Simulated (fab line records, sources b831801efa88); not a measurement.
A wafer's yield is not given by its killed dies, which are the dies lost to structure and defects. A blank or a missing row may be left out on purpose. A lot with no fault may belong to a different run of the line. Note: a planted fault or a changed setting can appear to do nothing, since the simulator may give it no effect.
fab line records + flow sky130
record
- lots=5
- wafers=15
- lastDay=52
route steps=708 shown VIA1@480 METAL2@483 PAD_OPEN@708
lots untouched by any fault: they come from a run of this same line in which no faults occurred
startH: the number of hours between the record's first day and the start of the first shown wafer of the lot + waitH: hours elapsed since this lot's preceding step + " repeats the value in the row above + L1.1+2: a row that stands for several wafers + - either no value or no given start + * or withheld: withheld + < > ~ a bound
route shown NAME@n: NAME is a module with steps in the file, n the number in the route of the first one + usual: average and standard deviation across the fault-free wafers + same: alike in all rows + chamber/n: place in a boat + sites: each site's reading + _std_site: the values' standard deviation + _edge_site: mean of outer sites minus mean of inner sites + radiusMm: how far each site lies from the wafer's centre + mask NAME#n: copy n + behind: tool/chamber where the wafer was last shaped + hold: cause of the lot's hold/its duration in hours/its outcome + device: the n, p or np transistor that did not switch + end of line: the tests these same wafers got at the end of their route + step lacking rows: just its recipe + killed: not the wafer's yield, but the dies lost to structure and defects at the first sort + map: dies across one wafer; x = killed, . = not, _ = none there
set.NAME: the setting that was run; set.NAME@STEP: the one run at that earlier step + model.NAME: the simulator's own value behind a step, which no gauge read
certain route steps with their lots: each step a table, each wafer a row
services: when a tool's chamber went out of use (startH, in hours from the record's first day, below 0 if earlier), for how many hours, and the reason
## steps
# step SKY_VIA1_RS_MEAS_22
# recipe
- thkMeasGauge=four-point-probe
- reads=W_of_VIA1_CVD_21+TiN_of_VIA1_SPUTTER_20
# usual
- VIA1_W_RS=0.429/0.0045
| lot.wafer | tool         | chamber | startH  | waitH | VIA1_W_RS[ohm/sq] |
|-----------|--------------|---------|---------|-------|-------------------|
| L536.2    | filmMetro-03 | -       | 832.33  | 0.1   | 0.430             |
| L536.4    | "            | -       | "       | "     | 0.429             |
| L536.6    | "            | -       | "       | "     | 0.424             |
| L547.1    | filmMetro-04 | -       | 862.94  | 0.1   | 0.434             |
| L547.4    | "            | -       | "       | "     | 0.429             |
| L547.5    | "            | -       | "       | "     | 0.436             |
| L552.2    | filmMetro-02 | -       | 1003.01 | 0.1   | 0.428             |
| L552.5    | "            | -       | "       | "     | 0.428             |
| L552.6    | "            | -       | "       | "     | 0.428             |
| L557.1    | filmMetro-03 | -       | 1005.35 | 0.1   | 0.425             |
| L557.2    | "            | -       | "       | "     | 0.418             |
| L557.3    | "            | -       | "       | "     | 0.421             |
| L559.2    | filmMetro-02 | -       | 1006.69 | 0.1   | 0.430             |
| L559.5    | "            | -       | "       | "     | 0.425             |
| L559.6    | "            | -       | "       | "     | 0.430             |
# step SKY_VIA1_THK_MEAS_23
# recipe
- thkMeasGauge=xrf
- reads=W_of_VIA1_CVD_21
# usual
- VIA1_W_THK=262.9/2.7
| lot.wafer | tool         | chamber | startH  | waitH | VIA1_W_THK[nm] |
|-----------|--------------|---------|---------|-------|----------------|
| L536.2    | filmMetro-03 | -       | 832.44  | 0.1   | 264.5          |
| L536.4    | "            | -       | "       | "     | 264.0          |
| L536.6    | "            | -       | "       | "     | 265.8          |
| L547.1    | filmMetro-04 | -       | 863.06  | 0.1   | 262.5          |
| L547.4    | "            | -       | "       | "     | 264.9          |
| L547.5    | "            | -       | "       | "     | 261.6          |
| L552.2    | filmMetro-02 | -       | 1003.12 | 0.1   | 259.9          |
| L552.5    | "            | -       | "       | "     | 262.2          |
| L552.6    | "            | -       | "       | "     | 262.7          |
| L557.1    | filmMetro-03 | -       | 1005.47 | 0.1   | 265.8          |
| L557.2    | "            | -       | "       | "     | 270.7          |
| L557.3    | "            | -       | "       | "     | 267.3          |
| L559.2    | filmMetro-02 | -       | 1006.80 | 0.1   | 260.7          |
| L559.5    | "            | -       | "       | "     | 264.5          |
| L559.6    | "            | -       | "       | "     | 261.3          |
# step SKY_VIA1_CMP_24
# recipe
- stopOn=SiO2
- tOverpolishS=15
- downForcePsi=3.5
- platenRpm=60
- targetThkNm=0
- padVelocityMS=0.94248
# step SKY_METAL2_SPUTTER_00
# recipe
- material=Ti
- targetThkNm=15
- powerW=3000
- timeS=10
- chamberPressurePa=0.4
# step SKY_METAL2_SPUTTER_01
# recipe
- material=TiN
- targetThkNm=20
- powerW=6500
- timeS=16.7
- chamberPressurePa=0.4
# usual
- throttleValvePct=29.4/0.98
| lot.wafer | tool          | chamber | startH  | waitH | throttleValvePct |
|-----------|---------------|---------|---------|-------|------------------|
| L536.2    | pvdSputter-02 | -       | 832.81  | 0.0   | 28.7             |
| L536.4    | "             | -       | "       | "     | 30.2             |
| L536.6    | "             | -       | "       | "     | 30.2             |
| L547.1    | pvdSputter-04 | -       | 863.51  | 0.0   | 29.1             |
| L547.4    | "             | -       | "       | "     | 29.7             |
| L547.5    | "             | -       | "       | "     | 29.8             |
| L552.2    | pvdSputter-01 | -       | 1003.49 | 0.0   | 28.7             |
| L552.5    | "             | -       | "       | "     | 28.8             |
| L552.6    | "             | -       | "       | "     | 28.3             |
| L557.1    | pvdSputter-01 | -       | 1005.85 | 0.0   | 28.8             |
| L557.2    | "             | -       | "       | "     | 28.0             |
| L557.3    | "             | -       | "       | "     | 29.9             |
| L559.2    | pvdSputter-01 | -       | 1007.18 | 0.0   | 28.5             |
| L559.5    | "             | -       | "       | "     | 29.4             |
| L559.6    | "             | -       | "       | "     | 29.9             |
# step SKY_METAL2_SPUTTER_02
# recipe
- material=AlCu
- targetThkNm=250
- powerW=10600
- timeS=13.3
- chamberPressurePa=0.4
# usual
- throttleValvePct=29.4/0.99
| lot.wafer | tool          | chamber | startH  | waitH | throttleValvePct |
|-----------|---------------|---------|---------|-------|------------------|
| L536.2    | pvdSputter-02 | -       | 832.84  | 0.0   | 28.4             |
| L536.4    | "             | -       | "       | "     | 30.3             |
| L536.6    | "             | -       | "       | "     | 30.0             |
| L547.1    | pvdSputter-04 | -       | 863.54  | 0.0   | 29.4             |
| L547.4    | "             | -       | "       | "     | 29.7             |
| L547.5    | "             | -       | "       | "     | 29.9             |
| L552.2    | pvdSputter-01 | -       | 1003.52 | 0.0   | 28.8             |
| L552.5    | "             | -       | "       | "     | 29.0             |
| L552.6    | "             | -       | "       | "     | 28.1             |
| L557.1    | pvdSputter-01 | -       | 1005.87 | 0.0   | 28.5             |
| L557.2    | "             | -       | "       | "     | 28.3             |
| L557.3    | "             | -       | "       | "     | 29.7             |
| L559.2    | pvdSputter-01 | -       | 1007.20 | 0.0   | 28.7             |
| L559.5    | "             | -       | "       | "     | 29.2             |
| L559.6    | "             | -       | "       | "     | 29.9             |
# step SKY_METAL2_SPUTTER_03
# recipe
- material=Ti
- targetThkNm=5
- powerW=3000
- timeS=3.3
- chamberPressurePa=0.4
# usual
- throttleValvePct=29.4/0.98
| lot.wafer | tool          | chamber | startH  | waitH | throttleValvePct |
|-----------|---------------|---------|---------|-------|------------------|
| L536.2    | pvdSputter-02 | -       | 832.86  | 0.0   | 28.5             |
| L536.4    | "             | -       | "       | "     | 30.2             |
| L536.6    | "             | -       | "       | "     | 30.2             |
| L547.1    | pvdSputter-04 | -       | 863.56  | 0.0   | 29.1             |
| L547.4    | "             | -       | "       | "     | 29.4             |
| L547.5    | "             | -       | "       | "     | 29.8             |
| L552.2    | pvdSputter-01 | -       | 1003.54 | 0.0   | 28.6             |
| L552.5    | "             | -       | "       | "     | 28.6             |
| L552.6    | "             | -       | "       | "     | 28.2             |
| L557.1    | pvdSputter-01 | -       | 1005.90 | 0.0   | 28.6             |
| L557.2    | "             | -       | "       | "     | 28.1             |
| L557.3    | "             | -       | "       | "     | 29.7             |
| L559.2    | pvdSputter-01 | -       | 1007.23 | 0.0   | 28.5             |
| L559.5    | "             | -       | "       | "     | 29.2             |
| L559.6    | "             | -       | "       | "     | 29.9             |
# step SKY_METAL2_SPUTTER_04
# recipe
- material=TiN
- targetThkNm=70
- powerW=6500
- timeS=58.3
- chamberPressurePa=0.4
# usual
- throttleValvePct=29.5/0.98
| lot.wafer | tool          | chamber | startH  | waitH | throttleValvePct |
|-----------|---------------|---------|---------|-------|------------------|
| L536.2    | pvdSputter-02 | -       | 832.88  | 0.0   | 28.6             |
| L536.4    | "             | -       | "       | "     | 30.0             |
| L536.6    | "             | -       | "       | "     | 30.1             |
| L547.1    | pvdSputter-04 | -       | 863.58  | 0.0   | 29.5             |
| L547.4    | "             | -       | "       | "     | 29.9             |
| L547.5    | "             | -       | "       | "     | 30.0             |
| L552.2    | pvdSputter-01 | -       | 1003.56 | 0.0   | 28.8             |
| L552.5    | "             | -       | "       | "     | 28.6             |
| L552.6    | "             | -       | "       | "     | 28.1             |
| L557.1    | pvdSputter-01 | -       | 1005.92 | 0.0   | 28.8             |
| L557.2    | "             | -       | "       | "     | 28.3             |
| L557.3    | "             | -       | "       | "     | 29.7             |
| L559.2    | pvdSputter-01 | -       | 1007.24 | 0.0   | 29.1             |
| L559.5    | "             | -       | "       | "     | 29.0             |
| L559.6    | "             | -       | "       | "     | 29.6             |
# step SKY_METAL2_RS_MEAS_05
# recipe
- thkMeasGauge=four-point-probe
- reads=TiN_of_METAL2_SPUTTER_04+Ti_of_METAL2_SPUTTER_03+AlCu_of_METAL2_SPUTTER_02+TiN_of_METAL2_SPUTTER_01+Ti_of_METAL2_SPUTTER_00
# usual
- METAL2_ALCU_RS=0.1266/0.0014
| lot.wafer | tool         | chamber | startH  | waitH | METAL2_ALCU_RS[ohm/sq] |
|-----------|--------------|---------|---------|-------|------------------------|
| L536.2    | filmMetro-04 | -       | 832.95  | 0.0   | 0.1287                 |
| L536.4    | "            | -       | "       | "     | 0.1292                 |
| L536.6    | "            | -       | "       | "     | 0.1291                 |
| L547.1    | filmMetro-04 | -       | 863.63  | 0.0   | 0.1280                 |
| L547.4    | "            | -       | "       | "     | 0.1269                 |
| L547.5    | "            | -       | "       | "     | 0.1268                 |
| L552.2    | filmMetro-01 | -       | 1003.63 | 0.0   | 0.1268                 |
| L552.5    | "            | -       | "       | "     | 0.1265                 |
| L552.6    | "            | -       | "       | "     | 0.1267                 |
| L557.1    | filmMetro-04 | -       | 1005.97 | 0.0   | 0.1259                 |
| L557.2    | "            | -       | "       | "     | 0.1248                 |
| L557.3    | "            | -       | "       | "     | 0.1235                 |
| L559.2    | filmMetro-01 | -       | 1007.31 | 0.0   | 0.1253                 |
| L559.5    | "            | -       | "       | "     | 0.1258                 |
| L559.6    | "            | -       | "       | "     | 0.1243                 |
# step SKY_METAL2_THK_MEAS_06
# recipe
- thkMeasGauge=xrf
- reads=AlCu_of_METAL2_SPUTTER_02
# usual
- METAL2_ALCU_THK=246.5/2.9
| lot.wafer | tool         | chamber | startH  | waitH | METAL2_ALCU_THK[nm] |
|-----------|--------------|---------|---------|-------|---------------------|
| L536.2    | filmMetro-04 | -       | 833.06  | 0.1   | 244.6               |
| L536.4    | "            | -       | "       | "     | 241.1               |
| L536.6    | "            | -       | "       | "     | 242.3               |
| L547.1    | filmMetro-04 | -       | 863.75  | 0.1   | 243.6               |
| L547.4    | "            | -       | "       | "     | 244.7               |
| L547.5    | "            | -       | "       | "     | 244.9               |
| L552.2    | filmMetro-01 | -       | 1003.74 | 0.1   | 244.4               |
| L552.5    | "            | -       | "       | "     | 245.4               |
| L552.6    | "            | -       | "       | "     | 243.7               |
| L557.1    | filmMetro-04 | -       | 1006.09 | 0.1   | 248.2               |
| L557.2    | "            | -       | "       | "     | 249.6               |
| L557.3    | "            | -       | "       | "     | 252.3               |
| L559.2    | filmMetro-01 | -       | 1007.42 | 0.1   | 246.6               |
| L559.5    | "            | -       | "       | "     | 245.9               |
| L559.6    | "            | -       | "       | "     | 250.7               |
# step SKY_METAL2_DEHYDRATE_07
# recipe
- tempC=200
- timeS=60
# step SKY_METAL2_HMDS_08
# recipe
- primeTimeS=60
- primeTempC=120
# step SKY_METAL2_COAT_09
# recipe
- resist=BARC
- tempC=withheld
- timeS=withheld
- spinRpm=3000
- resistThkNm=60
| lot.wafer  | tool          | chamber | startH  | waitH |
|------------|---------------|---------|---------|-------|
| L536.2+4+6 | lithoTrack-04 | 0       | 845.99  | 0.1   |
| L547.1+4+5 | lithoTrack-03 | 0       | 876.72  | 0.1   |
| L552.2+5+6 | lithoTrack-03 | 0       | 1015.90 | 0.1   |
| L557.1+2+3 | lithoTrack-02 | 0       | 1018.15 | 0.1   |
| L559.2+5+6 | lithoTrack-04 | 0       | 1019.44 | 0.1   |
# step SKY_METAL2_COAT_10
# recipe
- resist=KrF-thick
- spinRpm=3000
- resistThkNm=450
# step SKY_METAL2_SOFTBAKE_11
# recipe
- tempC=100
- timeS=90
- resist=KrF-thick
# step SKY_METAL2_EXPOSE_12
# recipe
- maskId=MM2
- na=0.8
- sourceShape=annular
- sigmaInner=0.55
- sigmaOuter=0.85
- targetCdNm=140
- doseMj=28
# step SKY_METAL2_PEB_13
# recipe
- pebTempC=withheld
- pebTimeS=withheld
- resist=KrF-thick
# step SKY_METAL2_DEVELOP_14
# recipe
- developTimeS=60
- resist=KrF-thick
- devTempC=21
# step SKY_METAL2_CD_MEAS_15
# recipe
- targetCdNm=140
# usual
- cdNm=139.8/1.5
| lot.wafer | tool     | chamber | startH  | waitH | cdNm  |
|-----------|----------|---------|---------|-------|-------|
| L536.2    | cdSem-01 | -       | 859.36  | -     | 142.3 |
| L536.4    | "        | -       | "       | "     | 143.3 |
| L536.6    | "        | -       | "       | "     | 143.6 |
| L547.1    | cdSem-02 | -       | 890.77  | -     | 140.6 |
| L547.4    | "        | -       | "       | "     | 140.6 |
| L547.5    | "        | -       | "       | "     | 141.7 |
| L552.2    | cdSem-01 | -       | 1028.29 | -     | 140.1 |
| L552.5    | "        | -       | "       | "     | 139.9 |
| L552.6    | "        | -       | "       | "     | 139.1 |
| L557.1    | cdSem-02 | -       | 1030.87 | -     | 141.4 |
| L557.2    | "        | -       | "       | "     | 141.2 |
| L557.3    | "        | -       | "       | "     | 142.7 |
| L559.2    | cdSem-01 | -       | 1032.32 | -     | 138.8 |
| L559.5    | "        | -       | "       | "     | 140.5 |
| L559.6    | "        | -       | "       | "     | 139.0 |
# step SKY_METAL2_OVL_MEAS_16
# usual
- METAL2_OVL=1/5.1
| lot.wafer | tool       | chamber | startH  | waitH | METAL2_OVL[nm] |
|-----------|------------|---------|---------|-------|----------------|
| L536.2    | overlay-01 | -       | 859.47  | 0.1   | 4              |
| L536.4    | "          | -       | "       | "     | 0              |
| L536.6    | "          | -       | "       | "     | 5              |
| L547.1    | overlay-01 | -       | 890.89  | 0.1   | -2             |
| L547.4    | "          | -       | "       | "     | 5              |
| L547.5    | "          | -       | "       | "     | 0              |
| L552.2    | overlay-02 | -       | 1028.40 | 0.1   | 9              |
| L552.5    | "          | -       | "       | "     | 9              |
| L552.6    | "          | -       | "       | "     | 1              |
| L557.1    | overlay-01 | -       | 1030.99 | 0.1   | 5              |
| L557.2    | "          | -       | "       | "     | -1             |
| L557.3    | "          | -       | "       | "     | 6              |
| L559.2    | overlay-02 | -       | 1032.42 | 0.1   | -3             |
| L559.5    | "          | -       | "       | "     | 0              |
| L559.6    | "          | -       | "       | "     | -6             |
# step SKY_METAL2_DESCUM_17
# recipe
- chemistry=O2
- sourcePowerW=150
- biasPowerW=0
- pressureMtorr=10
- tempC=40
- timeS=8
# usual
- drypumpMotorCurrentA=5.5/0.35
- oesProductAu=0.997/0.014
- rfFwdPowerW=147.5/0.57
| lot.wafer | tool        | chamber | startH  | waitH | drypumpMotorCurrentA | oesProductAu | rfFwdPowerW | rfHoursCounterH |
|-----------|-------------|---------|---------|-------|----------------------|--------------|-------------|-----------------|
| L536.2    | rieMetal-04 | 1       | 859.50  | 0.0   | 5.7                  | 0.998        | 147.0       | 16              |
| L536.4    | "           | 1       | "       | "     | 5.7                  | 0.997        | 147.4       | -               |
| L536.6    | "           | 0       | "       | "     | 5.9                  | 0.991        | 148.6       | -               |
| L547.1    | rieMetal-03 | 0       | 890.92  | 0.0   | 5.7                  | 1.017        | 147.1       | 9               |
| L547.4    | "           | 1       | "       | "     | 5.0                  | 0.989        | 147.0       | -               |
| L547.5    | "           | 1       | "       | "     | 5.0                  | 0.994        | 147.0       | -               |
| L552.2    | rieMetal-04 | 1       | 1028.43 | 0.0   | 5.8                  | 1.019        | 147.1       | 6               |
| L552.5    | "           | 1       | "       | "     | 5.7                  | 1.023        | 147.5       | -               |
| L552.6    | "           | 0       | "       | "     | 5.9                  | 0.978        | 147.6       | -               |
| L557.1    | rieMetal-03 | 0       | 1031.03 | 0.0   | 5.7                  | 0.994        | 147.9       | 15              |
| L557.2    | "           | 1       | "       | "     | 5.0                  | 0.971        | 146.9       | 23              |
| L557.3    | "           | 0       | "       | "     | 5.7                  | 0.998        | 147.2       | -               |
| L559.2    | rieMetal-03 | 0       | 1032.45 | 0.0   | 5.7                  | 1.013        | 147.1       | 16              |
| L559.5    | "           | 1       | "       | "     | 5.0                  | 0.992        | 147.0       | -               |
| L559.6    | "           | 0       | "       | "     | 5.7                  | 1.005        | 147.0       | -               |
# step SKY_METAL2_ETCH_18
# recipe
- chemistry=N2/H2
- target=BARC
- ionEnergyEv=200
- biasW=100
- pressureMtorr=30
- n2FlowSccm=100
- h2FlowSccm=200
- icpW=500
- stopOn=SiO2
- timeS=45.9
- targetDepthA=600
# usual
- drypumpMotorCurrentA=5.6/0.35
- h2FlowSccm=199.9/0.5
- oesProductAu=0.855/0.0044
- rfFwdPowerW=495.9/1.6
- throttleValvePct=13.225/0.0087
| lot.wafer | tool        | chamber | startH  | waitH | drypumpMotorCurrentA | h2FlowSccm | oesProductAu | rfFwdPowerW | rfHoursCounterH | throttleValvePct | model.etch.depthNm |
|-----------|-------------|---------|---------|-------|----------------------|------------|--------------|-------------|-----------------|------------------|--------------------|
| L536.2    | rieMetal-04 | 1       | 859.53  | 0.0   | 5.7                  | 200.0      | 0.858        | 497.2       | 16              | 13.214           | 60.11              |
| L536.4    | "           | 1       | "       | "     | 5.7                  | 200.0      | 0.850        | 496.7       | -               | 13.219           | 60.08              |
| L536.6    | "           | 0       | "       | "     | 5.9                  | 200.0      | 0.856        | 496.6       | -               | 13.218           | 60.26              |
| L547.1    | rieMetal-03 | 0       | 890.96  | 0.0   | 5.7                  | 200.4      | 0.857        | 494.7       | 9               | 13.224           | 59.9               |
| L547.4    | "           | 1       | "       | "     | 5.0                  | 199.6      | 0.866        | 494.3       | -               | 13.223           | 61.37              |
| L547.5    | "           | 1       | "       | "     | 5.0                  | 200.4      | 0.865        | 494.6       | -               | 13.234           | 61.42              |
| L552.2    | rieMetal-04 | 1       | 1028.46 | 0.0   | 5.7                  | 200.0      | 0.854        | 495.8       | 6               | 13.227           | 59.91              |
| L552.5    | "           | 1       | "       | "     | 5.7                  | 200.1      | 0.850        | 495.3       | -               | 13.237           | 59.74              |
| L552.6    | "           | 0       | "       | "     | 5.9                  | 200.4      | 0.848        | 495.8       | -               | 13.235           | 59.85              |
| L557.1    | rieMetal-03 | 0       | 1031.06 | 0.0   | 5.7                  | 199.9      | 0.854        | 492.4       | 16              | 13.216           | 60.31              |
| L557.2    | "           | 1       | "       | "     | 5.0                  | 200.2      | 0.858        | 494.5       | 23              | 13.223           | 60.25              |
| L557.3    | "           | 0       | "       | "     | 5.7                  | 200.4      | 0.852        | 496.8       | -               | 13.220           | 60.19              |
| L559.2    | rieMetal-03 | 0       | 1032.48 | 0.0   | 5.7                  | 200.5      | 0.851        | 497.9       | 16              | 13.227           | 59.63              |
| L559.5    | "           | 1       | "       | "     | 5.0                  | 200.9      | 0.854        | 493.9       | -               | 13.237           | 59.54              |
| L559.6    | "           | 0       | "       | "     | 5.7                  | 199.5      | 0.855        | 497.0       | -               | 13.225           | 59.92              |
# step SKY_METAL2_METAL_ETCH_19
# recipe
- targetDepthA=3600
- stopOn=SiO2
- overEtchFrac=0.3
- timeS=78
- chemistry=Cl2/BCl3
- resistSidewallDeg=88
- pressureMtorr=10
- icpW=900
- biasW=48.5
- Cl2_flow_sccm=60
- bcl3FlowSccm=30
# step SKY_PAD_OPEN_PROBE_99
# usual
- defectLimitedYield=82.5/1.8
- killed_at_M0_to_M3=45/6.3
- killed_at_M4_up=2.8/1.6
- killedAtContacts=24/5.1
- killedAtFrontEnd=14/4.4
- killedAtOther=0.4/0.73
- killedDies=86/9
- killedOpen=47/7.8
- killedShort=39/6.6
- sort_bin_3_pad_short=0.8/0.42
- sort_bin_5_function=10.3/1.4
- sort_bin_6_memory=6.3/1.2
- sortNPass=406/9
- sortYieldPct=82.5/1.8
# same
- grossDies=492
- killedAtBackSide=0
- sort_bin_4_leakage[%]=0
- sort_bin_8_speed[%]=0
| lot.wafer | tool      | chamber | startH  | waitH | defectLimitedYield[%] | killed_at_M0_to_M3 | killed_at_M4_up | killedAtContacts | killedAtFrontEnd | killedAtOther | killedDies | killedOpen | killedShort | sort_bin_3_pad_short[%] | sort_bin_5_function[%] | sort_bin_6_memory[%] | sortNPass | sortYieldPct[%] |
|-----------|-----------|---------|---------|-------|-----------------------|--------------------|-----------------|------------------|------------------|---------------|------------|------------|-------------|-------------------------|------------------------|----------------------|-----------|-----------------|
| L536.2    | prober-01 | -       | 1117.99 | 0.1   | 84.6                  | 41                 | 1               | 26               | 7                | 1             | 76         | 44         | 32          | 0.6                     | 11.2                   | 3.7                  | 416       | 84.6            |
| L536.4    | prober-01 | -       | 1118.09 | 0.2   | 83.9                  | 34                 | 2               | 32               | 11               | 0             | 79         | 45         | 34          | 0.6                     | 10.0                   | 5.5                  | 413       | 83.9            |
| L536.6    | prober-01 | -       | 1118.19 | 0.2   | 80.9                  | 45                 | 2               | 31               | 15               | 1             | 94         | 48         | 46          | 1.0                     | 11.2                   | 6.9                  | 398       | 80.9            |
| L557.1    | prober-01 | -       | 1241.43 | 0.1   | 82.1                  | 47                 | 2               | 25               | 13               | 1             | 88         | 47         | 40          | 0.6                     | 12.8                   | 4.5                  | 404       | 82.1            |
| L557.2    | prober-01 | -       | 1241.48 | 0.1   | 82.3                  | 41                 | 2               | 31               | 13               | 0             | 87         | 53         | 34          | 0                       | 11.0                   | 6.7                  | 405       | 82.3            |
| L557.3    | prober-01 | -       | 1241.53 | 0.2   | 83.9                  | 38                 | 8               | 18               | 15               | 0             | 79         | 40         | 39          | 0                       | 9.3                    | 6.7                  | 413       | 83.9            |
# killed by level:class
L536.2 VIA1:geometricParticle:open=13 LI_CONTACT:geometricParticle:open=8 CONTACT:geometricParticle:open=8 VIA3:geometricParticle:short=5 VIA2:geometricParticle:short=4 VIA2:geometricParticle:open=4 METAL3:geometricParticle:short=3 LOCAL_INTERCONNECT:geometricParticle:short=3
L536.4 CONTACT:geometricParticle:open=12 LI_CONTACT:geometricParticle:open=9 FIELD_ISO:geometricParticle:open=6 LOCAL_INTERCONNECT:geometricParticle:short=5 METAL1:geometricParticle:short=5 VIA1:geometricParticle:open=5 VIA2:geometricParticle:open=5 VIA3:geometricParticle:open=4
L536.6 CONTACT:geometricParticle:open=12 VIA1:geometricParticle:open=9 CONTACT:geometricParticle:short=7 METAL2:geometricParticle:short=7 POLY_GATE:geometricParticle:open=6 LI_CONTACT:geometricParticle:open=6 METAL1:geometricParticle:short=6 FIELD_ISO:geometricParticle:short=5
L557.1 VIA2:geometricParticle:open=11 CONTACT:geometricParticle:open=10 CONTACT:geometricParticle:short=8 FIELD_ISO:geometricParticle:open=6 METAL2:geometricParticle:short=6 VIA1:geometricParticle:short=5 VIA3:geometricParticle:open=5 POLY_GATE:geometricParticle:short=4
L557.2 CONTACT:geometricParticle:open=13 VIA2:geometricParticle:open=9 LI_CONTACT:geometricParticle:open=7 VIA3:geometricParticle:open=7 CONTACT:geometricParticle:short=6 VIA1:geometricParticle:open=6 FIELD_ISO:geometricParticle:short=4 LI_CONTACT:geometricParticle:short=4
L557.3 VIA1:geometricParticle:open=9 VIA2:geometricParticle:open=7 CONTACT:geometricParticle:open=7 METAL2:geometricParticle:short=7 METAL4:geometricParticle:short=7 FIELD_ISO:geometricParticle:open=6 METAL1:geometricParticle:short=5 LOCAL_INTERCONNECT:geometricParticle:short=4
## services
| tool          | chamber | startH  | hours | kind          |
|---------------|---------|---------|-------|---------------|
| rieMetal-03   | 1       | 852.96  | 27.5  | repair        |
| rieMetal-04   | 0       | 860.98  | 3.8   | repair        |
| rieMetal-04   | 1       | 903.95  | -     | clean         |
| rieMetal-04   | 1       | 903.95  | 30.2  | scheduledDown |
| rieMetal-04   | 1       | 903.95  | 30.2  | ventCycle     |
| pvdSputter-02 | -       | 937.61  | 0.6   | repair        |
| pvdSputter-04 | -       | 938.79  | 2.2   | repair        |
| pvdSputter-02 | -       | 980.89  | 4.8   | repair        |
| pvdSputter-01 | -       | 990.40  | 2.7   | repair        |
| rieMetal-04   | -       | 996.06  | 2.8   | pm            |
| rieMetal-03   | 0       | 1016.75 | 12.1  | repair        |
| pvdSputter-02 | -       | 1016.92 | 1.2   | repair        |
## key
firstSign none at tools or gauges
modelEffect
- step=SKY_METAL2_ETCH_18
- value=etch.depthNm
- without=59.9
- struck=61.39
metAt SKY_METAL2_COAT_09
struckWafers L547.4,L547.5
fault
- kind=processParameterDrift
- tool=lithoTrack-03
- chamber=-
- onsetH=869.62
- steps=SKY_METAL2_COAT_09
- channel=resistThkNm
- offset=1.4929
- shape=step
- endH=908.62
- scope=struckWafersOnly
- actsIn=theseRecipesOnly
- stated=60
